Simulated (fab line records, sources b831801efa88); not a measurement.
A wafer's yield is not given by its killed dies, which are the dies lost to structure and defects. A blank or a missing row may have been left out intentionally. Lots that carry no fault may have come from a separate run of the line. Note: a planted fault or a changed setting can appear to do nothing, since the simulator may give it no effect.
fab line records -- flow sky130
[record] lots = 6, wafers = 18, last-day = 49
route steps=708 shown LDD_LDN@292 SPACER@304 POLY_CUT@307 PAD_OPEN@708
lots untouched by any fault: they come from a run of this same line in which no faults occurred
start-h: start of the lot's first displayed wafer, in hours after the record's first day -- wait-h: hours elapsed since this lot's preceding step -- " same as the row above -- L1.1+2: one row covering several wafers at once -- - either no value or no given start -- * or withheld: withheld -- < > ~ a bound
route shown NAME@n: names a module that has steps shown in the file, with the first one's number in the route -- usual: mean and standard deviation over wafers with no fault -- same: alike in all rows -- chamber/n: place in a boat -- sites: readings site by site -- _std_site: standard deviation across them -- _edge_site: the outer-site mean with the inner-site mean subtracted -- radius-mm: how far each site lies from the wafer's centre -- mask NAME#n: copy n -- behind: the most recent tool/chamber to have shaped the wafer -- hold: why the lot was held/for how many hours/how that ended -- device: names the non-switching transistor (n, p or np) -- end of line: tests of these same wafers at the route's end -- a step given without rows: its recipe and nothing more -- killed: dies lost to structure and defects at the first sort, not the wafer's yield -- map: a wafer's dies, marking killed ones x, the rest . and places with no die _
set.NAME: the run value of the setting; set.NAME@STEP: its run value at that earlier step -- model.NAME: the simulator's own value behind a step, which no gauge read
a table for each step, a row for each wafer; lots at some steps of the route
services: when a tool's chamber went out of use (start-h, in hours from the record's first day, below 0 if earlier), for how many hours, and the reason
[[steps]]
[step SKY_LDD_LDN_SOFTBAKE_03]
[recipe] temp-c = 90, time-s = 60, resist = NOVOLAK
[step SKY_LDD_LDN_EXPOSE_04]
[recipe] mask-id = LDNTM, na = 0.6, source-shape = conventional, sigma-outer = 0.6, polarization = unpolarized, target-cd-nm = 700, dose-mj = 140
[step SKY_LDD_LDN_PEB_05]
[recipe] temp-c = withheld, time-s = *, resist = NOVOLAK
[step SKY_LDD_LDN_DEVELOP_06]
[recipe] resist = NOVOLAK, developer = TMAH, develop-time-s = 60, dev-temp-c = 23
[step SKY_LDD_LDN_OVL_MEAS_07]
[usual] LDD_LDN_OVL = -0.3/1.5
lot.wafer,tool,chamber,start-h,wait-h,LDD_LDN_OVL[nm]
L483.1,overlay-02,-,537.18,0.1,-3.7
L483.4,overlay-02,-,537.18,0.1,-3.1
L483.5,overlay-02,-,537.18,0.1,-3.2
L485.1,overlay-02,-,545.69,0.1,0.9
L485.3,overlay-02,-,545.69,0.1,-1.6
L485.5,overlay-02,-,545.69,0.1,-0.3
L487.1,overlay-01,-,574.33,0.1,0.8
L487.3,overlay-01,-,574.33,0.1,0.2
L487.6,overlay-01,-,574.33,0.1,0.3
L489.1,overlay-02,-,594.88,0.1,-3.1
L489.2,overlay-02,-,594.88,0.1,-2.5
L489.6,overlay-02,-,594.88,0.1,-0.6
L501.1,overlay-02,-,685.99,0.1,-1.5
L501.2,overlay-02,-,685.99,0.1,0.0
L501.4,overlay-02,-,685.99,0.1,0.1
L502.4,overlay-01,-,693.50,0.1,2.6
L502.5,overlay-01,-,693.50,0.1,1.8
L502.6,overlay-01,-,693.50,0.1,0.9
[step SKY_LDD_LDN_IMPLANT_08]
[recipe] species = As, energy-kev = 15, dose-cm2 = 1.25e+13, tilt-deg = withheld, rotation-deg = 23
[step SKY_LDD_LDN_IMPLANT_09]
[recipe] species = As, energy-kev = 15, dose-cm2 = 1.25e+13, tilt-deg = withheld, rotation-deg = 113
[step SKY_LDD_LDN_IMPLANT_10]
[recipe] species = As, energy-kev = 15, dose-cm2 = 1.25e+13, tilt-deg = withheld, rotation-deg = 203
[step SKY_LDD_LDN_IMPLANT_11]
[recipe] species = As, energy-kev = 15, dose-cm2 = 1.25e+13, tilt-deg = withheld, rotation-deg = 293
[step SKY_LDD_LDN_STRIP_12]
[recipe] chemistry = O2/N2, power-w = 1400, pressure-mtorr = 1500, platen-temp-c = withheld, o2-flow-sccm = 3000, n2-flow-sccm = 300, overash-fraction = 0.5
[usual] drypump-motor-current-A = 5.9/0.5, oes-product-au = 0.716/0.0049, strip-time-to-endpoint-s = 14.18/0.037
lot.wafer,tool,chamber,start-h,wait-h,drypump-motor-current-A,oes-product-au,rf-hours-counter-h,strip-time-to-endpoint-s
L483.1,plasma-asher-01,0,537.82,0.1,6.0,0.712,66,14.20
L483.4,plasma-asher-01,1,537.82,0.1,5.7,0.714,-,14.20
L483.5,plasma-asher-01,0,537.82,0.1,5.9,0.707,-,14.19
L485.1,plasma-asher-02,0,546.33,0.1,5.5,0.713,44,14.18
L485.3,plasma-asher-02,0,546.33,0.1,5.5,0.718,-,14.19
L485.5,plasma-asher-02,0,546.33,0.1,5.5,0.714,-,14.15
L487.1,plasma-asher-04,0,574.97,0.1,5.3,0.717,89,14.19
L487.3,plasma-asher-04,1,574.97,0.1,6.7,0.712,-,14.18
L487.6,plasma-asher-04,1,574.97,0.1,6.7,0.718,-,14.13
L489.1,plasma-asher-04,0,595.52,0.1,5.3,0.711,92,14.18
L489.2,plasma-asher-04,1,595.52,0.1,6.7,0.719,92,14.20
L489.6,plasma-asher-04,0,595.52,0.1,5.4,0.715,-,14.17
L501.1,plasma-asher-04,0,686.63,0.1,5.4,0.717,101,14.12
L501.2,plasma-asher-04,1,686.63,0.1,6.7,0.706,101,14.13
L501.4,plasma-asher-04,1,686.63,0.1,6.7,0.720,-,14.17
L502.4,plasma-asher-02,0,694.15,0.1,5.5,0.716,-,14.21
L502.5,plasma-asher-02,0,694.15,0.1,5.5,0.721,-,14.22
L502.6,plasma-asher-02,1,694.15,0.1,5.9,0.713,-,14.22
[step SKY_LDD_LDN_TW_MEAS_13]
[usual] LDD_LDN_TW = 1476/7.4
lot.wafer,tool,chamber,start-h,wait-h,LDD_LDN_TW
L483.1,film-metro-03,-,537.92,0.1,1467
L483.4,film-metro-03,-,537.92,0.1,1483
L483.5,film-metro-03,-,537.92,0.1,1476
L485.1,film-metro-04,-,546.43,0.1,1474
L485.3,film-metro-04,-,546.43,0.1,1467
L485.5,film-metro-04,-,546.43,0.1,1470
L487.1,film-metro-04,-,575.07,0.1,1466
L487.3,film-metro-04,-,575.07,0.1,1468
L487.6,film-metro-04,-,575.07,0.1,1463
L489.1,film-metro-04,-,595.66,0.1,1470
L489.2,film-metro-04,-,595.66,0.1,1471
L489.6,film-metro-04,-,595.66,0.1,1477
L501.1,film-metro-01,-,686.73,0.1,1480
L501.2,film-metro-01,-,686.73,0.1,1485
L501.4,film-metro-01,-,686.73,0.1,1483
L502.4,film-metro-01,-,694.24,0.1,1486
L502.5,film-metro-01,-,694.24,0.1,1486
L502.6,film-metro-01,-,694.24,0.1,1491
[step SKY_LDD_LDN_CLEAN_14]
[recipe] chemistry = SC1/SC2, mix = 1:4:20, temp-c = 70, time-s = 150, dry = n2-spin
[step SKY_SPACER_CVD_00]
[recipe] material = Si3N4, precursor = DCS/NH3, target-thk-nm = 43.1, temp-c = 770, time-s = 740, pressure-mtorr = 250
[usual] zone-power-centre-pct = 14.4/1.7, zone-power-top-pct = 26.8/2.8
lot.wafer,tool,chamber,start-h,wait-h,zone-power-centre-pct,zone-power-top-pct,model.Si3N4_of_SPACER_CVD_00.thk-nm
L483.1,lpcvd-02,0,538.03,0.0,12.9,23.6,42.72
L483.4,lpcvd-02,0,538.03,0.0,12.7,24.1,42.76
L483.5,lpcvd-02,0,538.03,0.0,12.6,24.6,43.09
L485.1,lpcvd-02,0,546.84,0.3,12.9,24.0,42.77
L485.3,lpcvd-02,0,546.84,0.3,12.5,23.9,42.91
L485.5,lpcvd-02,0,546.84,0.3,12.5,24.1,43.13
L487.1,lpcvd-02,1,575.35,0.2,15.8,29.6,43.08
L487.3,lpcvd-02,1,575.35,0.2,16.2,29.1,42.89
L487.6,lpcvd-02,1,575.35,0.2,16.2,29.3,43.04
L489.1,lpcvd-02,1,595.77,0.0,16.1,29.2,43.09
L489.2,lpcvd-02,1,595.77,0.0,16.3,29.5,43.09
L489.6,lpcvd-02,1,595.77,0.0,16.1,29.7,43.32
L501.1,lpcvd-02,0,689.05,2.2,12.7,24.2,56.51
L501.2,lpcvd-02,0,689.05,2.2,12.8,24.2,56.49
L501.4,lpcvd-02,0,689.05,2.2,12.7,23.8,56.81
L502.4,lpcvd-02,0,694.38,0.0,12.6,24.3,56.29
L502.5,lpcvd-02,0,694.38,0.0,12.8,24.3,56.01
L502.6,lpcvd-02,0,694.38,0.0,12.4,24.4,55.65
[step SKY_SPACER_THK_MEAS_01]
[recipe] reads = Si3N4_of_SPACER_CVD_00
[usual] SPACER_CVD_00_THK = 43.1/0.35
lot.wafer,tool,chamber,start-h,wait-h,SPACER_CVD_00_THK[nm]
L483.1,film-metro-02,-,539.25,0.0,42.7
L483.4,film-metro-02,-,539.25,0.0,42.8
L483.5,film-metro-02,-,539.25,0.0,43.1
L485.1,film-metro-02,-,548.05,0.0,42.8
L485.3,film-metro-02,-,548.05,0.0,42.9
L485.5,film-metro-02,-,548.05,0.0,43.1
L487.1,film-metro-03,-,576.56,0.0,43.0
L487.3,film-metro-03,-,576.56,0.0,42.9
L487.6,film-metro-03,-,576.56,0.0,43.1
L489.1,film-metro-02,-,596.97,0.0,43.1
L489.2,film-metro-02,-,596.97,0.0,43.0
L489.6,film-metro-02,-,596.97,0.0,43.3
L501.1,film-metro-02,-,690.86,0.0,56.5
L501.2,film-metro-02,-,690.86,0.0,56.5
L501.4,film-metro-02,-,690.86,0.0,56.8
L502.4,film-metro-01,-,695.62,0.0,56.3
L502.5,film-metro-01,-,695.62,0.0,56.0
L502.6,film-metro-01,-,695.62,0.0,55.6
[step SKY_SPACER_ETCHBACK_02]
[recipe] chemistry = CH3F/O2, target = Si3N4, stop-on = SiO2, source-w = 400, bias-w = 80, pressure-mtorr = 25, ch3f-flow-sccm = 40, O2_flow_sccm = 30, time-s = 46.7, target-depth-a = 450
[usual] drypump-motor-current-A = 5.7/0.39, oes-product-au = 0.854/0.0063, throttle-valve-pct = 10.562/0.0095
lot.wafer,tool,chamber,start-h,wait-h,drypump-motor-current-A,oes-product-au,rf-hours-counter-h,throttle-valve-pct,model.etch.depth-nm
L483.1,rie-diel-04,0,539.31,0.1,5.6,0.849,77,10.557,42.72
L483.4,rie-diel-04,2,539.31,0.1,5.6,0.848,63,10.568,42.76
L483.5,rie-diel-04,1,539.31,0.1,5.7,0.850,-,10.552,43.09
L485.1,rie-diel-04,2,548.11,0.1,5.6,0.850,63,10.574,42.77
L485.3,rie-diel-04,3,548.11,0.1,5.4,0.854,13,10.572,42.91
L485.5,rie-diel-04,3,548.11,0.1,5.4,0.856,-,10.564,43.13
L487.1,rie-diel-01,1,576.62,0.1,6.2,0.852,0,10.565,43.08
L487.3,rie-diel-01,2,576.62,0.1,5.5,0.852,74,10.561,42.89
L487.6,rie-diel-01,2,576.62,0.1,5.5,0.850,-,10.550,43.04
L489.1,rie-diel-01,1,597.03,0.1,6.3,0.853,1,10.568,43.09
L489.2,rie-diel-01,0,597.03,0.1,5.5,0.854,4,10.556,43.09
L489.6,rie-diel-01,3,597.03,0.1,6.0,0.852,-,10.558,43.32
L501.1,rie-diel-01,1,690.92,0.1,6.3,0.985,2,10.576,54.2
L501.2,rie-diel-01,3,690.92,0.1,6.0,0.990,17,10.579,55.77
L501.4,rie-diel-01,2,690.92,0.1,5.4,0.985,1,10.572,55.74
L502.4,rie-diel-01,2,695.65,0.0,5.5,0.978,1,10.559,55.25
L502.5,rie-diel-01,3,695.65,0.0,6.0,0.984,-,10.572,55.71
L502.6,rie-diel-01,0,695.65,0.0,5.5,0.996,-,10.562,55.65
[step SKY_POLY_CUT_DEHYDRATE_00]
[recipe] temp-c = 200, time-s = 60
[step SKY_PAD_OPEN_PROBE_99]
[usual] killed_at_M0_to_M3 = 45/6.8, killed_at_M4_up = 3.0/1.7, killed-at-contacts = 25/5.7, killed-at-front-end = 15/4.6, killed-at-other = 0.3/0.66, killed-dies = 88/9.5, killed-on-rim = 17/3.6, killed-open = 48/7.3, killed-short = 39/6.5
[same] gross-dies = 492, killed-at-back-side = 0
lot.wafer,tool,chamber,start-h,wait-h,killed_at_M0_to_M3,killed_at_M4_up,killed-at-contacts,killed-at-front-end,killed-at-other,killed-dies,killed-on-rim,killed-open,killed-short
L483.1,prober-02,-,1081.84,0.1,56,4,32,7,0,99,11,57,42
L483.4,prober-02,-,1081.99,0.2,53,1,24,16,0,94,18,59,35
L483.5,prober-02,-,1082.04,0.2,45,2,24,19,0,90,16,44,46
L487.1,prober-01,-,1108.15,0.1,52,0,30,17,0,99,20,51,48
L487.3,prober-01,-,1108.25,0.2,46,3,27,21,0,97,17,52,45
L487.6,prober-01,-,1108.40,0.2,46,4,19,17,1,87,20,50,37
L489.1,prober-01,-,1119.95,0.1,43,3,29,25,1,101,25,48,50
L489.2,prober-01,-,1120.00,0.1,42,5,19,15,0,81,17,46,35
L489.6,prober-01,-,1120.20,0.2,37,2,28,6,2,75,15,42,31
L501.1,prober-01,-,1181.65,0.1,39,2,27,406,0,474,91,56,31
L501.2,prober-01,-,1181.70,0.1,46,2,22,299,0,369,58,42,43
L501.4,prober-01,-,1181.80,0.2,34,3,25,350,1,413,96,41,30
L502.4,prober-02,-,1186.06,0.2,43,3,25,365,0,436,79,50,34
L502.5,prober-02,-,1186.11,0.2,50,3,33,248,0,334,44,59,37
L502.6,prober-02,-,1186.16,0.2,38,1,37,91,0,167,36,51,31
// killed by level:class
L483.1 VIA1:geometric-particle:open=20 CONTACT:geometric-particle:open=12 VIA1:geometric-particle:short=11 LI_CONTACT:geometric-particle:open=9 VIA2:geometric-particle:open=7 LOCAL_INTERCONNECT:geometric-particle:short=5 CONTACT:geometric-particle:short=5 METAL1:geometric-particle:short=5
L483.4 VIA1:geometric-particle:open=14 LI_CONTACT:geometric-particle:open=11 VIA2:geometric-particle:open=9 METAL2:geometric-particle:short=8 VIA3:geometric-particle:open=7 CONTACT:geometric-particle:open=6 METAL1:geometric-particle:short=5 LOCAL_INTERCONNECT:geometric-particle:short=4
L483.5 VIA1:geometric-particle:open=11 CONTACT:geometric-particle:open=10 FIELD_ISO:geometric-particle:short=7 METAL2:geometric-particle:short=6 LI_CONTACT:geometric-particle:open=6 VIA2:geometric-particle:short=6 VIA2:geometric-particle:open=6 LI_CONTACT:geometric-particle:short=5
L487.1 VIA1:geometric-particle:open=10 VIA2:geometric-particle:open=8 CONTACT:geometric-particle:open=8 METAL2:geometric-particle:short=7 LI_CONTACT:geometric-particle:open=7 CONTACT:geometric-particle:short=7 VIA3:geometric-particle:short=6 VIA3:geometric-particle:open=6
L487.3 LI_CONTACT:geometric-particle:open=9 CONTACT:geometric-particle:open=8 VIA1:geometric-particle:open=8 VIA1:geometric-particle:short=7 VIA2:geometric-particle:open=7 POLY_GATE:geometric-particle:open=5 CONTACT:geometric-particle:short=5 VIA2:geometric-particle:short=5
L487.6 VIA1:geometric-particle:open=9 VIA1:geometric-particle:short=8 VIA2:geometric-particle:open=8 FIELD_ISO:geometric-particle:open=5 POLY_GATE:geometric-particle:open=5 CONTACT:geometric-particle:short=5 LI_CONTACT:geometric-particle:open=5 CONTACT:geometric-particle:open=5
L489.1 CONTACT:geometric-particle:open=13 METAL2:geometric-particle:short=9 VIA1:geometric-particle:open=7 FIELD_ISO:geometric-particle:open=6 VIA3:geometric-particle:open=6 POLY_GATE:geometric-particle:short=5 LI_CONTACT:geometric-particle:short=5 LI_CONTACT:geometric-particle:open=5
L489.2 VIA1:geometric-particle:open=9 LI_CONTACT:geometric-particle:open=7 CONTACT:geometric-particle:open=6 VIA3:geometric-particle:short=6 FIELD_ISO:geometric-particle:open=5 VIA3:geometric-particle:open=5 METAL4:geometric-particle:short=5 FIELD_ISO:geometric-particle:short=4
L489.6 LI_CONTACT:geometric-particle:open=12 VIA1:geometric-particle:open=8 VIA2:geometric-particle:open=7 CONTACT:geometric-particle:open=6 LI_CONTACT:geometric-particle:short=5 METAL2:geometric-particle:short=5 METAL1:geometric-particle:short=4 VIA1:geometric-particle:short=4
L501.1 SPACER:area-etchback=387 VIA1:geometric-particle:open=11 LI_CONTACT:geometric-particle:open=10 CONTACT:geometric-particle:open=8 FIELD_ISO:geometric-particle:short=6 VIA3:geometric-particle:open=6 VIA2:geometric-particle:open=6 METAL1:geometric-particle:short=5
L501.2 SPACER:area-etchback=284 METAL1:geometric-particle:short=10 LI_CONTACT:geometric-particle:open=9 VIA3:geometric-particle:open=7 FIELD_ISO:geometric-particle:short=6 VIA2:geometric-particle:open=6 CONTACT:geometric-particle:short=6 FIELD_ISO:geometric-particle:open=5
L501.4 SPACER:area-etchback=341 LI_CONTACT:geometric-particle:open=8 CONTACT:geometric-particle:open=8 VIA2:geometric-particle:open=7 VIA3:geometric-particle:open=5 VIA1:geometric-particle:open=5 METAL2:geometric-particle:short=5 VIA2:geometric-particle:short=4
L502.4 SPACER:area-etchback=352 CONTACT:geometric-particle:open=13 VIA1:geometric-particle:open=10 METAL1:geometric-particle:short=6 CONTACT:geometric-particle:short=5 VIA3:geometric-particle:open=5 LI_CONTACT:geometric-particle:open=4 VIA2:geometric-particle:open=4
L502.5 SPACER:area-etchback=236 CONTACT:geometric-particle:open=12 VIA1:geometric-particle:open=12 LI_CONTACT:geometric-particle:open=10 VIA2:geometric-particle:open=9 VIA2:geometric-particle:short=6 CONTACT:geometric-particle:short=4 VIA1:geometric-particle:short=4
L502.6 SPACER:area-etchback=84 CONTACT:geometric-particle:open=15 VIA1:geometric-particle:open=9 CONTACT:geometric-particle:short=9 LI_CONTACT:geometric-particle:open=7 VIA3:geometric-particle:open=7 LOCAL_INTERCONNECT:geometric-particle:short=5 VIA2:geometric-particle:open=5
// map L501.1 (x killed, . not)
__________xxxxxxxxxx_________
________xxxxxxxxxxxxxx_______
______xxxxx.xxxxxxxxxxxx_____
_____xxxxxxxxxxxxxxxx.xxx____
____xxxxxxxxxxxxxxxxxxxxxx___
___xxxxxxxxxxxxxxxxxxxxx.xx__
__xxxxxxxx..xxxxxxxxxx.xxxxx_
_xxxxxxxxxxxxxxxxxxxxxxxxx.xx
_xxxxxxxxxxxxxxxxxxxxxxxxxxx.
_xxxxx.xxxxxxxxxxxxxxxxxxxxxx
_xxxxxxxxxxxxxxxxxxxxxxxxxxxx
_xxxxxxxxxxxxxxxxxxxxxxxxxxxx
_xxxxxxxxxxxxxxxxxxxxxxxxxxxx
_.xxxxxxxxxxxxxxxxxxxx.xxxxxx
_.x.xxxxxxxxxxxxxxxxxxxxxxxx.
__xxxxxxxxxx.xxxxxxxxxxxxxxx_
___xxxxxxxxxxxxxxxxxxxxxxxx__
____xxxxx.xxxxxxxxxxxxxxxx___
_____xxxxxxxxxxxxxxxx.xx.____
______xxxxxxxxxxxxxxxxxx_____
________xxxxxxxxxxxxxx_______
__________xxxxxxxxxx_________
// map L502.4 (x killed, . not)
__________xxxx..xxxx_________
________.xxxxxxxxxxxxx_______
______xxxxxxxxxxx.xxxxxx_____
_____xxxxxxxxxxxxxxxxxxxx____
____xxxxxxx.xxxx.x.xxxxxxx___
___.x..xxxxxxxxxxxxxxxxxxxx__
__xxxxxx..xxxxxx.xxxxx.xxxxx_
_xxxxxxxxxxxxxxxxxxxxxxxxxx..
_xxxxxxx...xx.xxxxxxxxx..xxxx
_xxxxxxxx..xxxxxxxxxxxxxxx...
_xxxxxxxxxxxxxxxxxxx.xxx.xxxx
_xxxxxxxxxxxxxxxxx.xxxxxxxx.x
_xx.xxxxxxxxxxxxxxxxxxxxxxx.x
_xxx..xxxxxxxx.xxxxxxxxx.xxxx
_.x.xxxx.x.xxxxxxxxxxxxxxxxx.
__xxxxxxx.xxxxxxxxxxxxxxxxxx_
___xxxxxxxxxx.xxxxxx.xxxxxx__
____xxxxxxxxxxxx.x.xxxxxxx___
_____xxxxxxxxx.xxxxxxxxx.____
______xxxxxxxxxxxxxxx.x._____
________xxxxxxxxxxxxxx_______
__________..xx.xxx.._________
[[services]]
tool,chamber,start-h,hours,kind
rie-diel-01,2,514.75,22.2,repair
plasma-asher-02,-,515.58,13.3,repair
plasma-asher-04,-,543.83,2.8,pm
rie-diel-01,1,544.62,-,clean
rie-diel-01,1,544.62,27.2,scheduled-down
rie-diel-01,1,544.62,27.2,vent-cycle
rie-diel-04,0,579.25,-,clean
rie-diel-04,0,579.25,16.1,scheduled-down
rie-diel-04,0,579.25,16.1,vent-cycle
lpcvd-02,-,580.52,0.9,repair
rie-diel-01,2,581.97,-,clean
rie-diel-01,2,581.97,30.6,scheduled-down
rie-diel-01,2,581.97,30.6,vent-cycle
plasma-asher-02,-,587.86,15.6,pm
rie-diel-01,1,629.39,4.0,repair
rie-diel-04,2,643.23,10.0,repair
rie-diel-04,2,653.23,-,clean
rie-diel-04,2,653.23,22.5,scheduled-down
rie-diel-04,2,653.23,22.5,vent-cycle
plasma-asher-02,-,658.97,1.3,repair
plasma-asher-04,-,689.17,3.7,repair
[[key]]
[first-sign] step = SKY_SPACER_THK_MEAS_01, reading = SPACER_CVD_00_THK, direction = up, sigmas = 38, usual = 43.1, struck = 56.3
[effect] step = SKY_SPACER_ETCHBACK_02, reading = oes-product-au, direction = up, sigmas = 21, usual = 0.854, struck = 0.986
[effect] step = SKY_PAD_OPEN_PROBE_99, reading = killed-at-front-end, direction = up, sigmas = 61, usual = 15, struck = 293
[model-effect] step = SKY_SPACER_CVD_00, value = Si3N4_of_SPACER_CVD_00.thk-nm, without = 43.17, struck = 56.29
[model-effect] step = SKY_SPACER_ETCHBACK_02, value = etch.depth-nm, without = 43.17, struck = 55.39
[more-kills-born-at] SKY_SPACER_ETCHBACK_02@rie-diel-01 = 1684
met-at SKY_SPACER_CVD_00
struck-wafers L501.1,L501.2,L501.4,L502.4,L502.5,L502.6
later-rows-left-out L501.1,L501.2,L501.4,L502.4
tester-left-out L501,L502
onset-between 546.84 689.05
also-fits time
[fault] kind = process-parameter-drift, tool = lpcvd-02, chamber = 0, onset-h = 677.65, steps = SKY_SPACER_CVD_00, channel = target-thk-nm, offset = 13.121, shape = step, end-h = 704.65, acts-in = these-recipes-only, stated = 43.1
// tester-left-out: of these lots the tester's yield and bins aren't shown, on N5 and GAA mostly nor the transistor test; their killed dies are dies lost to structure and defects alone, not to doping, threshold or leakage, so they don't give the yield
// later-rows-left-out: the simulator's readings of these wafers behind a module that went badly wrong aren't trusted and aren't shown, but for the sort
